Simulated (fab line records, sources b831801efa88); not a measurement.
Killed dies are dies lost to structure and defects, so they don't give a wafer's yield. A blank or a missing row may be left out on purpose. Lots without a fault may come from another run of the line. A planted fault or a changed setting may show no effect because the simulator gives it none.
One fault seen from 2 desks | flow sky130 | each desk has only its own numbers; what lay behind them comes last

THE TOOL OWNER'S DESK: furnace-01
The tool's own readings at SKY_GATE_OXIDE_OXIDATION_01 (stabilise 600 s, purge 300 s, target thk 10.268 nm): means of the sampled wafers that have a number, for each lot that ran on this tool. A lot is out of limits, marked OUT, if its mean lies more than 4 standard deviations from the usual mean; the brackets give that distance.
Columns: A = zone_power_upper_pct at SKY_GATE_OXIDE_OXIDATION_01, usual 18.4 %
lot  | first seen here | A
L468 | day 14 00:40    | 16.5
L471 | day 15 07:22    | 16.4
L477 | day 17 00:07    | 16.3
L482 | day 18 16:54    | 16.4
L484 | day 19 11:01    | 16.5
This desk's finding: nothing out of limits on any of the 5 lots.

THE METROLOGY DESK
What the gauges read, lot by lot, whatever tool the lot ran on: means of the sampled wafers that have a number. A lot is out of limits, marked OUT, if its mean lies more than 4 standard deviations from the usual mean; the brackets give that distance.
Columns: A = GATE_OXIDE_OXIDATION_00_THK at SKY_GATE_OXIDE_THK_MEAS_02, usual 10.25 nm
lot  | first seen here | A
L464 | day 12 22:34    | 10.59
L466 | day 13 12:07    | 10.41
L467 | day 13 19:51    | 10.51
L468 | day 14 02:06    | 10.16
L469 | day 14 10:58    | 10.28
L471 | day 15 08:47    | 10.33
L473 | day 16 00:25    | 10.12
L477 | day 17 01:32    | 10.17
L480 | day 18 12:55    | 10.43
L481 | day 18 12:55    | 10.09
L482 | day 18 18:20    | 12.73 (+14) OUT
L483 | day 19 03:09    | 10.06
L484 | day 19 12:25    | 12.48 (+12) OUT
L487 | day 20 17:34    | 10.32
This desk's finding: out of limits on L482, L484; first on L482, day 18 18:20 (GATE_OXIDE_OXIDATION_00_THK at SKY_GATE_OXIDE_THK_MEAS_02). In limits: L464, L466, L467, L468, L469, L471, L473, L477, L480, L481, L483, L487.

PUT TOGETHER
The metrology desk could have raised an alarm at day 18 18:20, on L482, L484.
The tool owner's desk saw nothing out of limits.
The tool owner's desk has L482, L484 on record, within its limits.
Of the lots named, all ran SKY_GATE_OXIDE_OXIDATION_01 on furnace-01.

WHAT THE SIMULATOR HAD PUT IN
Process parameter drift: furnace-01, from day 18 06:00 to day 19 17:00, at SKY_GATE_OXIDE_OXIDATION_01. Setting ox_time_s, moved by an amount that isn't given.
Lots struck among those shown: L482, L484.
Hours from the fault's start to each desk's first reading out of limits: the metrology desk, 12.
